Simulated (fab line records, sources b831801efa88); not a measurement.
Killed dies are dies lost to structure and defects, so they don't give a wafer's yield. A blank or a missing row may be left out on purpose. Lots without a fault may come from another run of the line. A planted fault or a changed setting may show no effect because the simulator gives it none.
A struck lot beside a sound one | flow sky130 | 26 steps out of a route of 708
Sound: wafers L307.2, L307.5, L307.6. Struck: wafers L315.4, L315.5, L315.6. The cause comes at the end.
At each step with rows: each side's tool, then ch and its chambers, then its first start. Under that, the readings that differ: sound wafers | struck wafers | difference of the means | sigmas: that difference in standard deviations of wafers without a fault.
alike: readings whose means differ by less than 2 such deviations, and words and numbers that are the same on both sides. not compared: withheld readings, readings that some wafer has no value for, bounds like >300 that may hide the same value, and numbers for which the record gives no deviation and whose values overlap.
The two part at a step that has a row with sigmas, a row that says differs or no value, or rows on one side only. Numbers that don't overlap but have no deviation are shown without sigmas and don't part them. A reading that every wafer of one side lacks parts them only if that side has two wafers or more.

SKY_LOCAL_INTERCONNECT_STRIP_15: strips in O2/N2.
  sound on plasma_asher-03 ch 0,1, day 34 06:28; struck on plasma_asher-02 ch 0,1, day 36 11:28
  alike: drypump_motor_current_A, o2_flow_sccm, oes_product_au, strip_time_to_endpoint_s
  not compared: rf_hours_counter_h
then, 3 steps without rows for these wafers: SKY_LOCAL_INTERCONNECT_STRIP_16 (strips in post etch residue remover, time 1200 s); SKY_LOCAL_INTERCONNECT_CLEAN_17 (cleans in IPA, time 180 s); SKY_LOCAL_INTERCONNECT_CLEAN_18 (cleans in O3/DIW).
SKY_CONTACT_CVD_00: deposits Si3N4, target thk 75 nm.
  sound on pecvd-01 ch 0,1, day 34 07:04; struck on pecvd-01 ch 1,2, day 36 12:23
  alike: heater_power_w
SKY_CONTACT_THK_MEAS_01:
  sound on film_metro-02, day 34 07:07; struck on film_metro-02, day 36 12:27
  alike: CONTACT_CVD_00_THK
then, 1 step without rows for these wafers: SKY_CONTACT_HDPCVD_02 (deposits SiO2, target thk 565 nm, time 94.2 s).
SKY_CONTACT_THK_MEAS_03:
  sound on film_metro-01, day 34 07:14; struck on film_metro-04, day 36 12:35
  alike: CONTACT_HDPCVD_THK
SKY_CONTACT_CMP_04: polishes SiO2.
  sound on cmp-01 ch 0,1,3, day 34 07:26; struck on cmp-02 ch 0,1,2, day 36 12:46
  alike: motor_current_A, time_to_endpoint_s
SKY_CONTACT_BOW_MEAS_05:
  sound on film_metro-04, day 34 07:37; struck on film_metro-04, day 36 12:58
  alike: CONTACT_BOW
then, 2 steps without rows for these wafers: SKY_CONTACT_DEHYDRATE_06 (time 60 s); SKY_CONTACT_HMDS_07 (prime time 60 s).
SKY_CONTACT_COAT_08: resist thk 60 nm.
  sound on litho_track-04 ch 0, day 34 20:32; struck on litho_track-01 ch 0, day 37 01:41
  reading              | sound                | struck               | difference | sigmas
  spin_speed_rpm (rpm) | 2997.3 2999.6 2996.0 | 2273.3 2268.8 2268.1 | -727.6     | -99 or more
then, 5 steps without rows for these wafers: SKY_CONTACT_COAT_09 (resist thk 450 nm); SKY_CONTACT_SOFTBAKE_10 (time 90 s); SKY_CONTACT_EXPOSE_11 (exposes mask CTM1, target cd 170 nm); SKY_CONTACT_PEB_12; SKY_CONTACT_DEVELOP_13 (develop time 60 s).
SKY_CONTACT_CD_MEAS_14: target cd 170 nm.
  sound on cd_sem-01, day 35 09:56; struck on cd_sem-02, day 37 14:46
  alike: cd_nm
SKY_CONTACT_OVL_MEAS_15:
  sound on overlay-01, day 35 10:02; struck on overlay-01, day 37 14:50
  reading          | sound      | struck | difference | sigmas
  CONTACT_OVL (nm) | -8 -11 -12 | 0 2 1  | +11        | +2
SKY_CONTACT_ETCH_16: etches BARC in N2/H2, stops on SiO2, time 45.9 s, target depth 60 nm.
  sound on rie_diel-02 ch 2,3, day 35 10:04; struck on rie_diel-02 ch 1,2,3, day 37 14:52
  reading                  | sound             | struck            | difference | sigmas
  oes_product_au (a.u.)    | 0.855 0.849 0.848 | 0.920 0.927 0.922 | +0.072     | +15
  model.etch.depth_nm (nm) | 59.89 59.82 59.73 | 68.85 68.69 69.1  | +9.07      |
  alike: bias_w, drypump_motor_current_A, throttle_valve_pct
  not compared: rf_hours_counter_h
SKY_CONTACT_ETCH_17: etches SiO2 in C4F8/O2/Ar, stops on Si3N4, target depth 340 nm.
  sound on rie_diel-02 ch 2,3, day 35 10:06; struck on rie_diel-02 ch 1,2,3, day 37 14:55
  alike: bias_w, oes_product_au
SKY_CONTACT_ETCH_18: etches Si3N4 in CHF3/O2, stops on TiN, time 39 s, target depth 75 nm.
  sound on rie_diel-02 ch 2,3; struck on rie_diel-02 ch 1,2,3
  alike: bias_w, drypump_motor_current_A, oes_product_au, throttle_valve_pct
  not compared: rf_hours_counter_h
SKY_CONTACT_STRIP_19: strips in O2/N2.
  sound on plasma_asher-04 ch 0,1, day 35 10:11; struck on plasma_asher-04 ch 0,1, day 37 15:02
  reading                      | sound             | struck            | difference | sigmas
  strip_time_to_endpoint_s (s) | 3.577 3.618 3.556 | 3.729 3.702 3.674 | +0.118     | +4
  alike: drypump_motor_current_A, o2_flow_sccm, oes_product_au
  not compared: rf_hours_counter_h
then, 1 step without rows for these wafers: SKY_CONTACT_STRIP_20 (strips in post etch residue remover, time 1200 s).
-- the record jumps here: 13 days lie between the struck wafers' starts before and after (it left off in module CONTACT and takes up again in module PAD_OPEN, whose first step shown is number 708 of the route) --
SKY_PAD_OPEN_PROBE_99:
  sound on prober-01, day 48 21:23; struck on prober-01, day 50 06:46
  alike: killed_at_M0_to_M3, killed_at_M4_up, killed_at_contacts, killed_at_front_end, killed_at_other, killed_dies, killed_on_rim, killed_open, killed_short

WHERE THEY PART
First at SKY_CONTACT_COAT_08; last, within this record, at SKY_CONTACT_STRIP_19. Later steps at which nothing parts them and some readings are alike: SKY_PAD_OPEN_PROBE_99.

WHY: what the simulator had put in
Process parameter drift: litho_track-01, from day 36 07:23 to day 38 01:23, at SKY_CONTACT_COAT_08. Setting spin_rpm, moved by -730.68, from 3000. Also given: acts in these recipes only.
